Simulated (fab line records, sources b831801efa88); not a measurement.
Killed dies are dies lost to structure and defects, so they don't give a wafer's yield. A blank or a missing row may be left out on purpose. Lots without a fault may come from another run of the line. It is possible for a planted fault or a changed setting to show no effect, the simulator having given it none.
What tool caused it? / flow gf180mcu / 33 wafers from 11 lots sampled at 5 of the route's 602 steps

WHAT EACH GAUGE READ, for each wafer
GF_TOP_METAL_RS_MEAS_05: a four-point-probe measurement.
lot=L285; measured=day 28 00:06; on=film-metro-04; TOP_METAL_ALCU_RS (ohm/sq)=0.0334 0.0339 0.0337
lot=L286; measured=day 28 00:37; on=film-metro-04; TOP_METAL_ALCU_RS (ohm/sq)=0.0323 0.0326 0.0320
lot=L287; measured=day 28 08:53; on=film-metro-04; TOP_METAL_ALCU_RS (ohm/sq)=0.0328 0.0326 0.0328
lot=L290; measured=day 29 14:40; on=film-metro-03; TOP_METAL_ALCU_RS (ohm/sq)=0.0326 0.0329 0.0327
lot=L292; measured=day 29 21:32; on=film-metro-04; TOP_METAL_ALCU_RS (ohm/sq)=0.0328 0.0332 0.0331
lot=L291; measured=day 29 22:45; on=film-metro-03; TOP_METAL_ALCU_RS (ohm/sq)=0.0332 0.0330 0.0326
lot=L296; measured=day 31 07:37; on=film-metro-03; TOP_METAL_ALCU_RS (ohm/sq)=0.0323 0.0330 0.0326
lot=L297; measured=day 31 11:37; on=film-metro-04; TOP_METAL_ALCU_RS (ohm/sq)=0.0327 0.0328 0.0330
lot=L304; measured=day 33 03:08; on=film-metro-02; TOP_METAL_ALCU_RS (ohm/sq)=0.0334 0.0331 0.0334
lot=L306; measured=day 33 11:48; on=film-metro-04; TOP_METAL_ALCU_RS (ohm/sq)=0.0326 0.0325 0.0328
lot=L307; measured=day 33 17:59; on=film-metro-04; TOP_METAL_ALCU_RS (ohm/sq)=0.0326 0.0324 0.0322

GF_PASSIVATION_THK_MEAS_03.
lot=L285; measured=day 28 21:38; on=film-metro-04; PASSIVATION_CVD_02_THK (nm)=701 691 706
lot=L286; measured=day 28 22:17; on=film-metro-04; PASSIVATION_CVD_02_THK (nm)=687 698 700
lot=L287; measured=day 29 06:05; on=film-metro-02; PASSIVATION_CVD_02_THK (nm)=708 711 721
lot=L290; measured=day 30 10:34; on=film-metro-04; PASSIVATION_CVD_02_THK (nm)=695 704 711
lot=L292; measured=day 30 17:17; on=film-metro-01; PASSIVATION_CVD_02_THK (nm)=709 703 708
lot=L291; measured=day 30 18:46; on=film-metro-04; PASSIVATION_CVD_02_THK (nm)=695 683 701
lot=L296; measured=day 32 02:26; on=film-metro-04; PASSIVATION_CVD_02_THK (nm)=799 805 811
lot=L297; measured=day 32 06:10; on=film-metro-04; PASSIVATION_CVD_02_THK (nm)=783 785 807
lot=L304; measured=day 33 20:07; on=film-metro-04; PASSIVATION_CVD_02_THK (nm)=698 704 703
lot=L306; measured=day 34 04:57; on=film-metro-04; PASSIVATION_CVD_02_THK (nm)=708 703 708
lot=L307; measured=day 34 10:52; on=film-metro-01; PASSIVATION_CVD_02_THK (nm)=684 702 717

TOOL THAT RAN EACH LOT (tool first, then ch and the chambers of the sampled wafers, then the start)
lot=L285; GF_MIM_SPUTTER_02=pvd-sputter-03, day 25 05:42; GF_MIM_SPUTTER_04=pvd-sputter-03, day 25 05:45; GF_PASSIVATION_CVD_02=pecvd-03 ch 0,1,2, day 28 21:21
lot=L286; GF_MIM_SPUTTER_02=pvd-sputter-03, day 25 06:19; GF_MIM_SPUTTER_04=pvd-sputter-03, day 25 06:22; GF_PASSIVATION_CVD_02=pecvd-01 ch 0,1,2, day 28 22:01
lot=L287; GF_MIM_SPUTTER_02=pvd-sputter-03, day 25 13:55; GF_MIM_SPUTTER_04=pvd-sputter-03, day 25 13:58; GF_PASSIVATION_CVD_02=pecvd-04 ch 0,1,2, day 29 05:47
lot=L290; GF_MIM_SPUTTER_02=pvd-sputter-03, day 26 22:35; GF_MIM_SPUTTER_04=pvd-sputter-03, day 26 22:38; GF_PASSIVATION_CVD_02=pecvd-01 ch 0,1, day 30 10:17
lot=L292; GF_MIM_SPUTTER_02=pvd-sputter-01, day 27 06:01; GF_MIM_SPUTTER_04=pvd-sputter-01, day 27 06:04; GF_PASSIVATION_CVD_02=pecvd-04 ch 0,1,2, day 30 16:59
lot=L291; GF_MIM_SPUTTER_02=pvd-sputter-03, day 27 07:32; GF_MIM_SPUTTER_04=pvd-sputter-03, day 27 07:35; GF_PASSIVATION_CVD_02=pecvd-04 ch 0,1,2, day 30 18:28
lot=L296; GF_MIM_SPUTTER_02=pvd-sputter-03, day 28 18:56; GF_MIM_SPUTTER_04=pvd-sputter-03, day 28 18:59; GF_PASSIVATION_CVD_02=pecvd-04 ch 0,1, day 32 02:08
lot=L297; GF_MIM_SPUTTER_02=pvd-sputter-03, day 28 22:49; GF_MIM_SPUTTER_04=pvd-sputter-03, day 28 22:52; GF_PASSIVATION_CVD_02=pecvd-04 ch 0,1,2, day 32 05:49
lot=L304; GF_MIM_SPUTTER_02=pvd-sputter-02, day 30 17:53; GF_MIM_SPUTTER_04=pvd-sputter-02, day 30 17:56; GF_PASSIVATION_CVD_02=pecvd-01 ch 0,1,2, day 33 19:49
lot=L306; GF_MIM_SPUTTER_02=pvd-sputter-01, day 31 04:53; GF_MIM_SPUTTER_04=pvd-sputter-01, day 31 04:56; GF_PASSIVATION_CVD_02=pecvd-01 ch 0,1,2, day 34 04:46
lot=L307; GF_MIM_SPUTTER_02=pvd-sputter-03, day 31 12:01; GF_MIM_SPUTTER_04=pvd-sputter-03, day 31 12:04; GF_PASSIVATION_CVD_02=pecvd-03 ch 1,2, day 34 10:35
- GF_MIM_SPUTTER_02: material AlCu, target thk 450 nm, time 23.9 s.
- GF_MIM_SPUTTER_04: material TiN, target thk 50 nm, time 41.7 s.
- GF_PASSIVATION_CVD_02: deposits Si3N4, target thk 700 nm, time 486.18 s.

WHAT THE TOOLS THEMSELVES READ (means of the sampled wafers that have a number; where no wafer has one, the mark that the record gives instead)
GF_MIM_SPUTTER_02.
lot=L285; tool=pvd-sputter-03; cathode-dc-power-W (W)=10599; throttle-valve-pct (%)=30.5
lot=L286; tool=pvd-sputter-03; cathode-dc-power-W (W)=10603; throttle-valve-pct (%)=30.3
lot=L287; tool=pvd-sputter-03; cathode-dc-power-W (W)=10599; throttle-valve-pct (%)=30.5
lot=L290; tool=pvd-sputter-03; cathode-dc-power-W (W)=10599; throttle-valve-pct (%)=30.5
lot=L292; tool=pvd-sputter-01; cathode-dc-power-W (W)=10601; throttle-valve-pct (%)=30.1
lot=L291; tool=pvd-sputter-03; cathode-dc-power-W (W)=10604; throttle-valve-pct (%)=31.1
lot=L296; tool=pvd-sputter-03; cathode-dc-power-W (W)=10600; throttle-valve-pct (%)=30.5
lot=L297; tool=pvd-sputter-03; cathode-dc-power-W (W)=10600; throttle-valve-pct (%)=29.8
lot=L304; tool=pvd-sputter-02; cathode-dc-power-W (W)=10601; throttle-valve-pct (%)=29.1
lot=L306; tool=pvd-sputter-01; cathode-dc-power-W (W)=10599; throttle-valve-pct (%)=30.0
lot=L307; tool=pvd-sputter-03; cathode-dc-power-W (W)=10599; throttle-valve-pct (%)=30.9

GF_MIM_SPUTTER_04.
lot=L285; tool=pvd-sputter-03; cathode-dc-power-W (W)=6499.1; throttle-valve-pct (%)=30.6
lot=L286; tool=pvd-sputter-03; cathode-dc-power-W (W)=6499.9; throttle-valve-pct (%)=30.5
lot=L287; tool=pvd-sputter-03; cathode-dc-power-W (W)=6499.1; throttle-valve-pct (%)=30.4
lot=L290; tool=pvd-sputter-03; cathode-dc-power-W (W)=6500.4; throttle-valve-pct (%)=30.7
lot=L292; tool=pvd-sputter-01; cathode-dc-power-W (W)=6500.4; throttle-valve-pct (%)=30.3
lot=L291; tool=pvd-sputter-03; cathode-dc-power-W (W)=6500.0; throttle-valve-pct (%)=31.0
lot=L296; tool=pvd-sputter-03; cathode-dc-power-W (W)=6500.1; throttle-valve-pct (%)=30.5
lot=L297; tool=pvd-sputter-03; cathode-dc-power-W (W)=6500.4; throttle-valve-pct (%)=30.0
lot=L304; tool=pvd-sputter-02; cathode-dc-power-W (W)=6501.0; throttle-valve-pct (%)=29.4
lot=L306; tool=pvd-sputter-01; cathode-dc-power-W (W)=6500.2; throttle-valve-pct (%)=30.0
lot=L307; tool=pvd-sputter-03; cathode-dc-power-W (W)=6500.6; throttle-valve-pct (%)=31.2

GF_PASSIVATION_CVD_02.
lot=L285; tool=pecvd-03; heater-power-w (W)=658
lot=L286; tool=pecvd-01; heater-power-w (W)=668
lot=L287; tool=pecvd-04; heater-power-w (W)=704
lot=L290; tool=pecvd-01; heater-power-w (W)=641
lot=L292; tool=pecvd-04; heater-power-w (W)=687
lot=L291; tool=pecvd-04; heater-power-w (W)=731
lot=L296; tool=pecvd-04; heater-power-w (W)=751
lot=L297; tool=pecvd-04; heater-power-w (W)=722
lot=L304; tool=pecvd-01; heater-power-w (W)=630
lot=L306; tool=pecvd-01; heater-power-w (W)=628
lot=L307; tool=pecvd-03; heater-power-w (W)=686

THE ANSWER, worked out from the rows above alone
Rule: what is usual is taken from the lots themselves. The widest of any qualifying gaps counts: lots, ordered by their means at a reading, are off when they make up no more than a third of the lots, leave a main group of 4 or more, and stand apart from it by 3 or more times the standard deviation of that group's means. If all means in a main group match to the digits the tables above print for the reading, that group is not used. A lot without any number at a reading at which 4 lots or more have one is off too. All remaining lots with rows at the step are treated as sound. After the gauges, taken in route order, come the tools' own readings; for these a lot's mean is taken, as printed above. At the first step where some lot is off, the reading lying furthest off is the one used; lots without a number count as furthest.
Off: at GF_PASSIVATION_THK_MEAS_03 (PASSIVATION_CVD_02_THK), L296, L297. For the main group the mean is 702 nm and the standard deviation 5.9.
A tool fits if, at a process step before that reading, it ran every lot that is off, and no sound lot after the first of them. The gauges at GF_PASSIVATION_THK_MEAS_03 are tried like those tools. One fits: pecvd-04 at GF_PASSIVATION_CVD_02. A fault onset in the window from L291 (day 30 18:28, its last sound lot) to L296 (day 32 02:08, its first lot off) fits.

WHAT THE SIMULATOR HAD PUT IN
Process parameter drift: pecvd-04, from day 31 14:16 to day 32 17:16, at GF_PASSIVATION_CVD_02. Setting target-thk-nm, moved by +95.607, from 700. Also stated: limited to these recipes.
Lots struck among those shown: L296, L297. The rule given above showed the same thing.
